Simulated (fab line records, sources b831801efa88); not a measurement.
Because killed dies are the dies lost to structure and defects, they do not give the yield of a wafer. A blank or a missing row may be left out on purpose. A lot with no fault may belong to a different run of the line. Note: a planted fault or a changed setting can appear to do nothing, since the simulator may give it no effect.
Which of the tools did it? :: flow sfq line :: 14 lots, 42 wafers sampled, at 4 steps of a route of 325

== WHAT THE GAUGES SHOWED, per wafer ==
The record holds no reading of a measuring or inspecting step that can be judged against a usual standard deviation.

== EACH LOT AND THE TOOL THAT RAN IT (in order: tool; ch and the chambers of the sampled wafers; start) ==
lot: L545
SFQ_TRILAYER_I4_VIA_BARC_OPEN_VIA_ETCH_146: rie diel-03 ch 0,2,3, day 43 22:44
SFQ_TRILAYER_I4_VIA_STRIP_STRIP_107: rie metal-03 ch 0,1, day 43 23:04
SFQ_TRILAYER_A5B_CMP_CMP_130: cmp-01 ch 0,1, day 50 06:25
SFQ_TRILAYER_I5_LITHO_PEB_147: litho track-02 ch 0, day 55 10:55

lot: L546
SFQ_TRILAYER_I4_VIA_BARC_OPEN_VIA_ETCH_146: rie diel-03 ch 0,1,3, day 49 11:34
SFQ_TRILAYER_I4_VIA_STRIP_STRIP_107: rie metal-01 ch 0,1, day 49 11:55
SFQ_TRILAYER_A5B_CMP_CMP_130: cmp-01 ch 0,1, day 50 21:53
SFQ_TRILAYER_I5_LITHO_PEB_147: litho track-03 ch 0, day 55 14:29

lot: L548
SFQ_TRILAYER_I4_VIA_BARC_OPEN_VIA_ETCH_146: rie diel-03 ch 0,2,3, day 49 16:22
SFQ_TRILAYER_I4_VIA_STRIP_STRIP_107: rie metal-04 ch 0,1, day 49 16:31
SFQ_TRILAYER_A5B_CMP_CMP_130: cmp-02 ch 1,2,3, day 51 02:49
SFQ_TRILAYER_I5_LITHO_PEB_147: litho track-03 ch 0, day 55 19:14

lot: L551
SFQ_TRILAYER_I4_VIA_BARC_OPEN_VIA_ETCH_146: rie diel-01 ch 1,2,3, day 54 11:10
SFQ_TRILAYER_I4_VIA_STRIP_STRIP_107: rie metal-04 ch 0,1, day 54 11:20
SFQ_TRILAYER_A5B_CMP_CMP_130: cmp-01 ch 0,2,3, day 54 23:25
SFQ_TRILAYER_I5_LITHO_PEB_147: litho track-02 ch 0, day 58 03:44

lot: L553
SFQ_TRILAYER_I4_VIA_BARC_OPEN_VIA_ETCH_146: rie diel-01 ch 0,1,3, day 55 05:10
SFQ_TRILAYER_I4_VIA_STRIP_STRIP_107: rie metal-04 ch 0,1, day 55 05:20
SFQ_TRILAYER_A5B_CMP_CMP_130: cmp-01 ch 1,2,3, day 55 17:25
SFQ_TRILAYER_I5_LITHO_PEB_147: litho track-04 ch 0, day 58 06:10

lot: L554
SFQ_TRILAYER_I4_VIA_BARC_OPEN_VIA_ETCH_146: rie diel-03 ch 1,2, day 55 08:46
SFQ_TRILAYER_I4_VIA_STRIP_STRIP_107: rie metal-01 ch 0,1, day 55 08:56
SFQ_TRILAYER_A5B_CMP_CMP_130: cmp-01 ch 0,2, day 56 01:55
SFQ_TRILAYER_I5_LITHO_PEB_147: litho track-02 ch 0, day 58 07:20

lot: L558
SFQ_TRILAYER_I4_VIA_BARC_OPEN_VIA_ETCH_146: rie diel-04 ch 1,2, day 56 12:22
SFQ_TRILAYER_I4_VIA_STRIP_STRIP_107: rie metal-04 ch 0,1, day 56 12:32
SFQ_TRILAYER_A5B_CMP_CMP_130: cmp-01 ch 0,1, day 61 16:40
SFQ_TRILAYER_I5_LITHO_PEB_147: litho track-04 ch 0, day 62 16:04

lot: L561
SFQ_TRILAYER_I4_VIA_BARC_OPEN_VIA_ETCH_146: rie diel-01 ch 1,2,3, day 57 08:46
SFQ_TRILAYER_I4_VIA_STRIP_STRIP_107: rie metal-03 ch 0,1, day 57 09:08
SFQ_TRILAYER_A5B_CMP_CMP_130: cmp-01 ch 1,2, day 62 08:52
SFQ_TRILAYER_I5_LITHO_PEB_147: litho track-04 ch 0, day 63 00:07

lot: L562
SFQ_TRILAYER_I4_VIA_BARC_OPEN_VIA_ETCH_146: rie diel-04 ch 0,2, day 57 23:22
SFQ_TRILAYER_I4_VIA_STRIP_STRIP_107: rie metal-01 ch 1, day 57 23:31
SFQ_TRILAYER_A5B_CMP_CMP_130: cmp-02 ch 1,2,3, day 63 22:01
SFQ_TRILAYER_I5_LITHO_PEB_147: litho track-03 ch 0, day 68 02:38

lot: L564
SFQ_TRILAYER_I4_VIA_BARC_OPEN_VIA_ETCH_146: rie diel-04 ch 1,2,3, day 58 15:00
SFQ_TRILAYER_I4_VIA_STRIP_STRIP_107: rie metal-01 ch 0,1, day 58 15:09
SFQ_TRILAYER_A5B_CMP_CMP_130: cmp-02 ch 0,1,2, day 64 01:01
SFQ_TRILAYER_I5_LITHO_PEB_147: litho track-03 ch 0, day 71 23:07

lot: L565
SFQ_TRILAYER_I4_VIA_BARC_OPEN_VIA_ETCH_146: rie diel-03 ch 0,2,3, day 58 16:12
SFQ_TRILAYER_I4_VIA_STRIP_STRIP_107: rie metal-03 ch 0,1, day 58 16:21
SFQ_TRILAYER_A5B_CMP_CMP_130: cmp-02 ch 0,2,3, day 64 12:31
SFQ_TRILAYER_I5_LITHO_PEB_147: litho track-03 ch 0, day 72 02:43

lot: L566
SFQ_TRILAYER_I4_VIA_BARC_OPEN_VIA_ETCH_146: rie diel-04 ch 1,2,3, day 60 05:20
SFQ_TRILAYER_I4_VIA_STRIP_STRIP_107: rie metal-03 ch 0,1, day 60 05:41
SFQ_TRILAYER_A5B_CMP_CMP_130: cmp-02 ch 2,3, day 69 04:01
SFQ_TRILAYER_I5_LITHO_PEB_147: litho track-02 ch 0, day 73 19:53

lot: L567
SFQ_TRILAYER_I4_VIA_BARC_OPEN_VIA_ETCH_146: rie diel-04 ch 0,1,3, day 60 15:03
SFQ_TRILAYER_I4_VIA_STRIP_STRIP_107: rie metal-03 ch 0,1, day 60 15:25
SFQ_TRILAYER_A5B_CMP_CMP_130: cmp-01 ch 1,2, day 69 13:37
SFQ_TRILAYER_I5_LITHO_PEB_147: litho track-03 ch 0, day 73 22:17

lot: L568
SFQ_TRILAYER_I4_VIA_BARC_OPEN_VIA_ETCH_146: rie diel-01 ch 0,1, day 60 18:39
SFQ_TRILAYER_I4_VIA_STRIP_STRIP_107: rie metal-04 ch 0,1, day 60 18:49
SFQ_TRILAYER_A5B_CMP_CMP_130: cmp-02 ch 1,3, day 69 16:01
SFQ_TRILAYER_I5_LITHO_PEB_147: litho track-04 ch 0, day 74 00:40
- SFQ_TRILAYER_I4_VIA_BARC_OPEN_VIA_ETCH_146: etches BARC in O2, target depth 125 nm, time 41.7 s.
- SFQ_TRILAYER_I4_VIA_STRIP_STRIP_107: strips in O2.
- SFQ_TRILAYER_A5B_CMP_CMP_130: polishes, stops on Nb, target thk 340.7 nm.
- SFQ_TRILAYER_I5_LITHO_PEB_147: peb time 60 s.

== AS READ BY THE TOOLS THEMSELVES (means over the sampled wafers that have a number; for cases with no such wafer, the mark the record gives instead) ==
SFQ_TRILAYER_I4_VIA_BARC_OPEN_VIA_ETCH_146. Usual: drypump motor current A 5.7 A, standard deviation 0.54; oes product au 0.685 a.u., standard deviation 0.0045.
lot: L545
tool: rie diel-03
drypump motor current A (A): 5.7
oes product au (a.u.): 0.688
flag: 

lot: L546
tool: rie diel-03
drypump motor current A (A): 6.0
oes product au (a.u.): 0.687
flag: 

lot: L548
tool: rie diel-03
drypump motor current A (A): 5.7
oes product au (a.u.): 0.682
flag: 

lot: L551
tool: rie diel-01
drypump motor current A (A): 5.4
oes product au (a.u.): 0.685
flag: 

lot: L553
tool: rie diel-01
drypump motor current A (A): 5.2
oes product au (a.u.): 0.683
flag: 

lot: L554
tool: rie diel-03
drypump motor current A (A): 6.2
oes product au (a.u.): 0.685
flag: 

lot: L558
tool: rie diel-04
drypump motor current A (A): 5.4
oes product au (a.u.): 0.683
flag: 

lot: L561
tool: rie diel-01
drypump motor current A (A): 5.4
oes product au (a.u.): 0.681
flag: 

lot: L562
tool: rie diel-04
drypump motor current A (A): 6.0
oes product au (a.u.): 0.691
flag: 

lot: L564
tool: rie diel-04
drypump motor current A (A): 5.7
oes product au (a.u.): 0.685
flag: 

lot: L565
tool: rie diel-03
drypump motor current A (A): 5.7
oes product au (a.u.): 0.684
flag: 

lot: L566
tool: rie diel-04
drypump motor current A (A): 5.7
oes product au (a.u.): 0.686
flag: 

lot: L567
tool: rie diel-04
drypump motor current A (A): 5.9
oes product au (a.u.): 0.685
flag: 

lot: L568
tool: rie diel-01
drypump motor current A (A): 5.6
oes product au (a.u.): 0.689
flag: 

SFQ_TRILAYER_I4_VIA_STRIP_STRIP_107. Usual: drypump motor current A 5.8 A, standard deviation 0.31; oes product au 1.003 a.u., standard deviation 0.0076.
lot: L545
tool: rie metal-03
drypump motor current A (A): 5.9
oes product au (a.u.): 0.999
flag: 

lot: L546
tool: rie metal-01
drypump motor current A (A): 5.7
oes product au (a.u.): 0.999
flag: 

lot: L548
tool: rie metal-04
drypump motor current A (A): 5.6
oes product au (a.u.): 1.004
flag: 

lot: L551
tool: rie metal-04
drypump motor current A (A): 5.4
oes product au (a.u.): 1.001
flag: 

lot: L553
tool: rie metal-04
drypump motor current A (A): 5.7
oes product au (a.u.): 0.998
flag: 

lot: L554
tool: rie metal-01
drypump motor current A (A): 5.8
oes product au (a.u.): 1.006
flag: 

lot: L558
tool: rie metal-04
drypump motor current A (A): 5.4
oes product au (a.u.): 1.012
flag: 

lot: L561
tool: rie metal-03
drypump motor current A (A): 5.9
oes product au (a.u.): 0.996
flag: 

lot: L562
tool: rie metal-01
drypump motor current A (A): 5.8
oes product au (a.u.): 1.007
flag: 

lot: L564
tool: rie metal-01
drypump motor current A (A): 5.8
oes product au (a.u.): 1.005
flag: 

lot: L565
tool: rie metal-03
drypump motor current A (A): 5.9
oes product au (a.u.): 1.000
flag: 

lot: L566
tool: rie metal-03
drypump motor current A (A): 5.9
oes product au (a.u.): 1.005
flag: 

lot: L567
tool: rie metal-03
drypump motor current A (A): 5.9
oes product au (a.u.): 1.005
flag: 

lot: L568
tool: rie metal-04
drypump motor current A (A): 5.6
oes product au (a.u.): 0.999
flag: 

SFQ_TRILAYER_A5B_CMP_CMP_130. Usual: motor current A 10.2 A, standard deviation 0.95; slurry filter dp kPa 13.50 kPa, standard deviation 0.14.
lot: L545
tool: cmp-01
motor current A (A): 10.0
slurry filter dp kPa (kPa): 13.59
flag: 

lot: L546
tool: cmp-01
motor current A (A): 10.2
slurry filter dp kPa (kPa): 13.63
flag: 

lot: L548
tool: cmp-02
motor current A (A): 9.5
slurry filter dp kPa (kPa): 13.43
flag: 

lot: L551
tool: cmp-01
motor current A (A): 10.9
slurry filter dp kPa (kPa): 13.48
flag: 

lot: L553
tool: cmp-01
motor current A (A): 10.3
slurry filter dp kPa (kPa): 13.61
flag: 

lot: L554
tool: cmp-01
motor current A (A): 10.1
slurry filter dp kPa (kPa): 13.60
flag: 

lot: L558
tool: cmp-01
motor current A (A): 10.0
slurry filter dp kPa (kPa): 13.45
flag: 

lot: L561
tool: cmp-01
motor current A (A): 10.5
slurry filter dp kPa (kPa): 13.65
flag: 

lot: L562
tool: cmp-02
motor current A (A): 9.4
slurry filter dp kPa (kPa): 13.60
flag: 

lot: L564
tool: cmp-02
motor current A (A): 10.7
slurry filter dp kPa (kPa): 13.48
flag: 

lot: L565
tool: cmp-02
motor current A (A): 9.5
slurry filter dp kPa (kPa): 13.46
flag: 

lot: L566
tool: cmp-02
motor current A (A): 8.6
slurry filter dp kPa (kPa): 13.47
flag: 

lot: L567
tool: cmp-01
motor current A (A): 10.2
slurry filter dp kPa (kPa): 13.49
flag: 

lot: L568
tool: cmp-02
motor current A (A): 10.1
slurry filter dp kPa (kPa): 13.48
flag: 

SFQ_TRILAYER_I5_LITHO_PEB_147. Usual: chill plate temp C 23.01 C, standard deviation 0.099; heater power total W 79.16 W, standard deviation 0.06.
lot: L545
tool: litho track-02
chill plate temp C (C): 22.98
heater power total W (W): 79.20
flag: 

lot: L546
tool: litho track-03
chill plate temp C (C): 23.03
heater power total W (W): 79.15
flag: 

lot: L548
tool: litho track-03
chill plate temp C (C): 22.91
heater power total W (W): 79.14
flag: 

lot: L551
tool: litho track-02
chill plate temp C (C): 22.91
heater power total W (W): 86.09
flag: OFF

lot: L553
tool: litho track-04
chill plate temp C (C): 23.19
heater power total W (W): 79.21
flag: 

lot: L554
tool: litho track-02
chill plate temp C (C): 23.05
heater power total W (W): 86.10
flag: OFF

lot: L558
tool: litho track-04
chill plate temp C (C): 22.95
heater power total W (W): 79.17
flag: 

lot: L561
tool: litho track-04
chill plate temp C (C): 23.09
heater power total W (W): 79.14
flag: 

lot: L562
tool: litho track-03
chill plate temp C (C): 23.11
heater power total W (W): 79.17
flag: 

lot: L564
tool: litho track-03
chill plate temp C (C): 22.98
heater power total W (W): 79.14
flag: 

lot: L565
tool: litho track-03
chill plate temp C (C): 23.05
heater power total W (W): 79.14
flag: 

lot: L566
tool: litho track-02
chill plate temp C (C): 23.10
heater power total W (W): 79.16
flag: 

lot: L567
tool: litho track-03
chill plate temp C (C): 22.93
heater power total W (W): 79.15
flag: 

lot: L568
tool: litho track-04
chill plate temp C (C): 23.11
heater power total W (W): 79.11
flag: 

== THE ANSWER, worked out from the rows above alone ==
Rule: lot off if the mean of its wafers having a number is beyond 3 standard deviations from the usual mean. A lot without any number at a reading at which 4 lots or more have one is off too. Where the step has rows for the other lots, those lots are counted as sound. After the gauges, taken in route order, come the tools' own readings; for these a lot's mean is taken, as printed above. At the first step where some lot is off, the reading lying furthest off is the one used; lots without a number count as furthest.
Off, at SFQ_TRILAYER_I5_LITHO_PEB_147 on heater power total W: L551, L554.
If a tool, at that step or one of the process steps before it, ran each lot that is off and ran no sound lot following the first of them, it fits. Of those tried, none fits.

== WHAT THE SIMULATOR HAD PUT IN ==
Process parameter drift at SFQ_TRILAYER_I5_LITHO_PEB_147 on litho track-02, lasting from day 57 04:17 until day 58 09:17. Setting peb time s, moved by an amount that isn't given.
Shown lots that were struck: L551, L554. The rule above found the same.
